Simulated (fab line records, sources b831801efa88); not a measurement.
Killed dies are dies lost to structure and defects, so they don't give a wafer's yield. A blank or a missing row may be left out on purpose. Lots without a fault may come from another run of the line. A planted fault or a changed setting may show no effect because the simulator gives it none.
fab line records | flow sky130
record lots=11 wafers=33 last_day=50
route steps=708 shown SD_P@331 SD_N@350 LI_CONTACT@364
lots that met no fault: from a run of the same line without faults
start_h: hours from the record's first day to the start of the lot's first wafer shown | wait_h: hours since the lot's step before | " the same as in the row above | L1.1+2: a row that stands for several wafers | - no value, or no start given | * or withheld: withheld | < > ~ a bound
route shown NAME@n: a module of which the file shows steps, and the number in the route of the first | usual: mean/standard deviation of fault-free wafers | same: alike in all rows | chamber/n: place in a boat | sites: the reading at each site | _std_site: their standard deviation | _edge_site: outer sites' mean less inner sites' | radius_mm: how far each site lies from the wafer's centre | mask NAME#n: copy n | behind: the tool/chamber that last shaped the wafer | hold: why the lot was held/for how many hours/how that ended | device: the transistor (n, p or np) that didn't switch | end of line: the same wafers' tests at the end of the route | a step without rows: its recipe alone | killed: dies lost to structure and defects at the first sort, not the wafer's yield | map: a wafer's dies, x killed, . not, _ none there
set.NAME: the setting as run; set.NAME@STEP: as run at that earlier step | model.NAME: the simulator's own value behind a step, which no gauge read
steps of the route over a sample of lots; a table a step, a row a wafer
services: from which hour (start_h, from the record's first day; less than 0 if before it) a tool's chamber was out of use, for how many hours, and why
## steps
# step SKY_SD_P_TW_MEAS_11
# usual SD_P_TW=2817/21
# columns lot.wafer tool chamber start_h wait_h SD_P_TW
L421.2 film_metro-02 - 597.95 0.1 2811
L421.3 " - " " 2800
L421.4 " - " " 2810
L422.2 film_metro-04 - 599.15 0.1 2845
L422.3 " - " " 2830
L422.4 " - " " 2839
L424.1 film_metro-04 - 631.24 0.1 2828
L424.4 " - " " 2824
L424.6 " - " " 2836
L427.3 film_metro-04 - 641.46 0.1 2825
L427.5 " - " " 2820
L427.6 " - " " 2840
L429.1 film_metro-02 - 681.59 0.1 2794
L429.2 " - " " 2795
L429.3 " - " " 2787
L432.1 film_metro-04 - 696.99 0.1 2823
L432.3 " - " " 2813
L432.4 " - " " 2825
L433.1 film_metro-03 - 705.57 0.1 2836
L433.3 " - " " 2845
L433.6 " - " " 2844
L438.3 film_metro-03 - 735.93 0.1 2856
L438.4 " - " " 2848
L438.5 " - " " 2855
L439.1 film_metro-02 - 739.54 0.1 2792
L439.4 " - " " 2795
L439.5 " - " " 2786
L440.3 film_metro-02 - 752.21 0.1 2803
L440.4 " - " " 2789
L440.5 " - " " 2799
L444.1 film_metro-03 - 776.19 0.1 2858
L444.5 " - " " 2846
L444.6 " - " " 2841
# step SKY_SD_N_OVL_MEAS_08
# usual SD_N_OVL=0.4/1.4
# columns lot.wafer tool chamber start_h wait_h SD_N_OVL[nm]
L421.2 overlay-01 - 656.56 0.1 -1.6
L421.3 " - " " 2.6
L421.4 " - " " 0.5
L422.2 overlay-02 - 657.76 0.1 0.9
L422.3 " - " " 0.0
L422.4 " - " " -3.1
L424.1 overlay-01 - 688.39 0.1 1.4
L424.4 " - " " 0.3
L424.6 " - " " 0.4
L427.3 overlay-02 - 698.62 0.1 0.0
L427.5 " - " " 0.0
L427.6 " - " " 1.0
L429.1 overlay-01 - 737.89 0.1 2.9
L429.2 " - " " 3.5
L429.3 " - " " -1.6
L432.1 overlay-02 - 752.34 0.1 0.3
L432.3 " - " " 2.9
L432.4 " - " " 0.3
L433.1 overlay-01 - 760.96 0.1 -0.9
L433.3 " - " " -1.0
L433.6 " - " " -1.3
L438.3 overlay-01 - 789.30 0.1 0.7
L438.4 " - " " 0.7
L438.5 " - " " 0.1
L439.1 overlay-01 - 792.59 0.1 1.8
L439.4 " - " " 1.7
L439.5 " - " " 0.0
L440.3 overlay-01 - 804.90 0.1 -0.4
L440.4 " - " " -1.2
L440.5 " - " " -0.5
L444.1 overlay-02 - 829.01 0.1 0.8
L444.5 " - " " 1.3
L444.6 " - " " -2.3
# step SKY_SD_N_IMPLANT_09
# recipe species=As energy_kev=50 dose_cm2=4e+15 tilt_deg=0
# usual beam_on_s=15.5/1.3 dose_ions_cm2=4e+15/4.4e+12
# same implant_ion_amu=75
# columns lot.wafer tool chamber start_h wait_h beam_on_s dose_ions_cm2
L421.2 implanter-04 0 656.62 0.0 14.0 4.006e+15
L421.3 " 0 " " 13.9 4.002e+15
L421.4 " 0 " " 13.9 4.001e+15
L422.2 implanter-03 0 657.82 0.0 16.3 3.994e+15
L422.3 " 0 " " 16.9 4.001e+15
L422.4 " 0 " " 16.7 4e+15
L424.1 implanter-04 0 688.42 0.0 13.6 3.99e+15
L424.4 " 0 " " 14.1 3.999e+15
L424.6 " 0 " " 14.1 3.997e+15
L427.3 implanter-01 0 698.69 0.1 16.0 3.997e+15
L427.5 " 0 " " 16.3 3.992e+15
L427.6 " 0 " " 16.0 3.996e+15
L429.1 implanter-03 0 737.92 0.0 17.3 4.003e+15
L429.2 " 0 " " 16.1 4.002e+15
L429.3 " 0 " " 16.5 3.998e+15
L432.1 implanter-03 0 752.37 0.0 23.5 5.672e+15
L432.3 " 0 " " 22.6 5.681e+15
L432.4 " 0 " " 23.3 5.682e+15
L433.1 implanter-03 0 760.99 0.0 23.0 5.673e+15
L433.3 " 0 " " 24.1 5.668e+15
L433.6 " 0 " " 24.0 5.673e+15
L438.3 implanter-01 0 789.37 0.1 16.0 4.001e+15
L438.4 " 0 " " 16.0 3.993e+15
L438.5 " 0 " " 16.1 3.999e+15
L439.1 implanter-01 0 792.62 0.0 15.7 3.999e+15
L439.4 " 0 " " 15.8 4.002e+15
L439.5 " 0 " " 16.5 3.998e+15
L440.3 implanter-01 0 804.97 0.1 16.3 3.998e+15
L440.4 " 0 " " 16.6 3.996e+15
L440.5 " 0 " " 16.9 4e+15
L444.1 implanter-04 0 829.04 0.0 13.8 3.998e+15
L444.5 " 0 " " 14.0 3.996e+15
L444.6 " 0 " " 13.6 3.996e+15
# step SKY_SD_N_STRIP_11
# recipe chemistry=O2/N2 power_w=1400 pressure_mtorr=1500 platen_temp_c=withheld o2_flow_sccm=3000 n2_flow_sccm=300 overash_fraction=0.5
# usual drypump_motor_current_A=5.5/0.32 oes_product_au=0.527/0.0045 strip_time_to_endpoint_s=22.54/0.045
# columns lot.wafer tool chamber start_h wait_h drypump_motor_current_A oes_product_au rf_hours_counter_h strip_time_to_endpoint_s
L421.2 plasma_asher-01 0 656.89 0.1 5.1 0.523 49 22.55
L421.3 " 1 " " 5.9 0.529 - 22.46
L421.4 " 0 " " 5.1 0.526 - 22.51
L422.2 plasma_asher-03 1 658.09 0.1 5.5 0.526 24 22.55
L422.3 " 1 " " 5.5 0.531 - 22.57
L422.4 " 0 " " 5.4 0.530 - 22.55
L424.1 plasma_asher-03 1 688.72 0.1 5.4 0.525 26 22.56
L424.4 " 1 " " 5.4 0.531 - 22.53
L424.6 " 1 " " 5.4 0.523 - 22.60
L427.3 plasma_asher-04 1 698.98 0.1 5.7 0.530 - 22.56
L427.5 " 1 " " 5.7 0.527 - 22.54
L427.6 " 0 " " 5.6 0.531 - 22.52
L429.1 plasma_asher-03 0 738.22 0.1 5.4 0.528 32 22.58
L429.2 " 1 " " 5.4 0.533 32 22.60
L429.3 " 1 " " 5.4 0.530 - 22.62
L432.1 plasma_asher-04 1 752.67 0.1 5.7 0.517 1 23.48
L432.3 " 1 " " 5.7 0.514 - 23.48
L432.4 " 0 " " 5.6 0.516 - 23.50
L433.1 plasma_asher-01 1 761.29 0.1 5.9 0.514 60 23.48
L433.3 " 0 " " 5.0 0.521 - 23.49
L433.6 " 0 " " 5.1 0.514 - 23.46
L438.3 plasma_asher-01 1 789.66 0.1 5.9 0.523 - 22.52
L438.4 " 0 " " 5.1 0.520 - 22.52
L438.5 " 1 " " 5.9 0.525 - 22.55
L439.1 plasma_asher-01 1 792.92 0.1 5.9 0.518 63 22.59
L439.4 " 1 " " 5.9 0.524 - 22.52
L439.5 " 0 " " 5.0 0.522 - 22.56
L440.3 plasma_asher-01 0 805.26 0.1 5.0 0.529 - 22.47
L440.4 " 1 " " 5.9 0.520 - 22.47
L440.5 " 0 " " 5.1 0.528 - 22.48
L444.1 plasma_asher-03 1 829.34 0.1 5.4 0.531 41 22.56
L444.5 " 0 " " 5.4 0.525 - 22.54
L444.6 " 1 " " 5.4 0.534 - 22.57
# step SKY_SD_N_RS_MEAS_16
# recipe thk_meas_gauge=four-point-probe
# usual SD_N_RS=68.62/0.11
# columns lot.wafer tool chamber start_h wait_h SD_N_RS[ohm/sq]
L421.2 film_metro-02 - 657.30 0.1 68.63
L421.3 " - " " 68.71
L421.4 " - " " 68.65
L422.2 film_metro-02 - 658.49 0.1 68.62
L422.3 " - " " 68.57
L422.4 " - " " 68.63
L424.1 film_metro-04 - 689.11 0.1 68.55
L424.4 " - " " 68.51
L424.6 " - " " 68.60
L427.3 film_metro-02 - 699.37 0.1 68.48
L427.5 " - " " 68.61
L427.6 " - " " 68.68
L429.1 film_metro-03 - 738.61 0.1 68.39
L429.2 " - " " 68.51
L429.3 " - " " 68.69
L432.1 film_metro-03 - 753.07 0.1 66.00
L432.3 " - " " 66.14
L432.4 " - " " 66.10
L433.1 film_metro-03 - 761.68 0.1 66.07
L433.3 " - " " 66.14
L433.6 " - " " 66.18
L438.3 film_metro-02 - 790.11 0.1 68.52
L438.4 " - " " 68.53
L438.5 " - " " 68.59
L439.1 film_metro-04 - 793.31 0.1 68.89
L439.4 " - " " 68.75
L439.5 " - " " 68.68
L440.3 film_metro-02 - 805.66 0.1 68.58
L440.4 " - " " 68.58
L440.5 " - " " 68.54
L444.1 film_metro-03 - 829.73 0.1 68.63
L444.5 " - " " 68.59
L444.6 " - " " 68.53
# step SKY_LI_CONTACT_CMP_02
# recipe material=PSG down_force_psi=4 platen_rpm=60 pad_velocity_m_s=0.94248
# usual motor_current_A=11.9/1.1 platen_rpm=60.00/0.044 time_to_endpoint_s=31.6/2
# columns lot.wafer tool chamber start_h wait_h motor_current_A platen_rpm time_to_endpoint_s
L421.2 cmp-01 2 657.82 0.0 14.1 60.00 31.2
L421.4 " 3 " " 11.8 60.07 33.4
L421.3 " 0 " " 12.7 60.01 31.7
L422.2 cmp-01 0 659.06 0.1 12.6 59.98 32.3
L422.4 " 1 " " 12.7 59.98 29.4
L422.3 " 2 " " 14.5 60.01 32.1
L424.4 cmp-01 2 689.65 0.0 14.9 59.98 31.0
L424.1 " 1 " " 12.3 59.95 32.4
L424.6 " 2 " " 14.7 60.05 34.2
L427.3 cmp-01 3 700.03 0.2 11.3 59.96 34.7
L427.5 " 0 " " 12.6 59.97 33.8
L427.6 " 1 " " 12.2 60.02 33.7
L429.3 cmp-01 2 739.15 0.0 14.3 59.92 33.4
L429.2 " 3 " " 11.5 60.01 36.2
L429.1 " 0 " " 12.1 59.93 31.3
L432.1 cmp-02 3 753.62 0.1 11.3 59.99 31.2
L432.3 " 1 " " 10.8 59.94 32.5
L432.4 " 2 " " 10.7 60.05 33.4
L433.3 cmp-01 2 762.27 0.1 14.7 59.97 32.2
L433.1 " 3 " " 10.8 60.01 32.8
L433.6 " 1 " " 12.5 59.99 28.8
L438.3 cmp-01 2 790.72 0.1 14.2 59.99 32.6
L438.4 " 3 " " 11.3 59.97 30.8
L438.5 " 1 " " 12.4 60.01 28.2
L439.1 cmp-02 0 793.92 0.1 12.6 59.92 29.1
L439.4 " 2 " " 10.3 59.96 33.2
L439.5 " 0 " " 12.7 59.97 30.4
L440.3 cmp-02 2 806.26 0.1 11.0 60.07 30.7
L440.4 " 3 " " 11.8 59.97 29.5
L440.5 " 1 " " 10.9 60.02 27.2
L444.1 cmp-02 1 830.42 0.2 11.3 60.02 30.3
L444.6 " 2 " " 10.9 59.98 33.5
L444.5 " 3 " " 11.5 60.01 31.7
## services
# columns tool chamber start_h hours kind
plasma_asher-04 - 645.43 3.6 repair
implanter-01 - 650.39 27.1 pm
cmp-02 - 658.26 5.4 pm
cmp-02 - 682.47 3.9 repair
cmp-01 - 696.43 3.4 repair
cmp-02 - 707.67 5.2 pm
cmp-01 - 710.09 0.9 repair
plasma_asher-04 - 733.75 9.0 pm
plasma_asher-04 0 733.75 9.0 vent_cycle
plasma_asher-04 1 733.75 9.0 vent_cycle
plasma_asher-04 0 742.75 - clean
plasma_asher-04 1 742.75 - clean
cmp-01 - 744.00 4.0 pm
plasma_asher-03 - 745.77 2.1 repair
cmp-01 - 746.93 1.8 repair
cmp-01 - 748.00 - consumable_replace:conditioner
cmp-01 - 748.00 - consumable_replace:pad
implanter-04 - 749.97 7.0 repair
cmp-01 - 768.93 18.4 pm
plasma_asher-04 - 777.00 2.8 pm
cmp-01 - 802.19 6.9 pm
implanter-01 - 802.32 2.2 repair
plasma_asher-04 - 819.08 15.6 pm
cmp-01 - 822.10 3.9 pm
## key
first_sign step=SKY_SD_N_IMPLANT_09 reading=dose_ions_cm2 direction=up sigmas=99+ usual=* struck=*
effect step=SKY_SD_N_IMPLANT_09 reading=beam_on_s direction=up sigmas=6.1 usual=15.5 struck=23.4
effect step=SKY_SD_N_STRIP_11 reading=strip_time_to_endpoint_s direction=up sigmas=21 usual=* struck=*
effect step=SKY_SD_N_RS_MEAS_16 reading=SD_N_RS direction=down sigmas=24 usual=68.62 struck=66.10
met_at SKY_SD_N_IMPLANT_09
struck_lots L432,L433
tester_left_out L432,L433
not_acting_at SKY_SD_P_TW_MEAS_11,SKY_SD_N_OVL_MEAS_08,SKY_LI_CONTACT_CMP_02
onset_between 737.92 752.37
fault kind=process_parameter_drift tool=implanter-03 chamber=- onset_h=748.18 steps=SKY_SD_N_IMPLANT_09 channel=dose_cm2 offset=* shape=step end_h=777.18 acts_in=* stated=*
# tester_left_out: of these lots the tester's yield and bins aren't shown, on N5 and GAA mostly nor the transistor test; their killed dies are dies lost to structure and defects alone, not to doping, threshold or leakage, so they don't give the yield
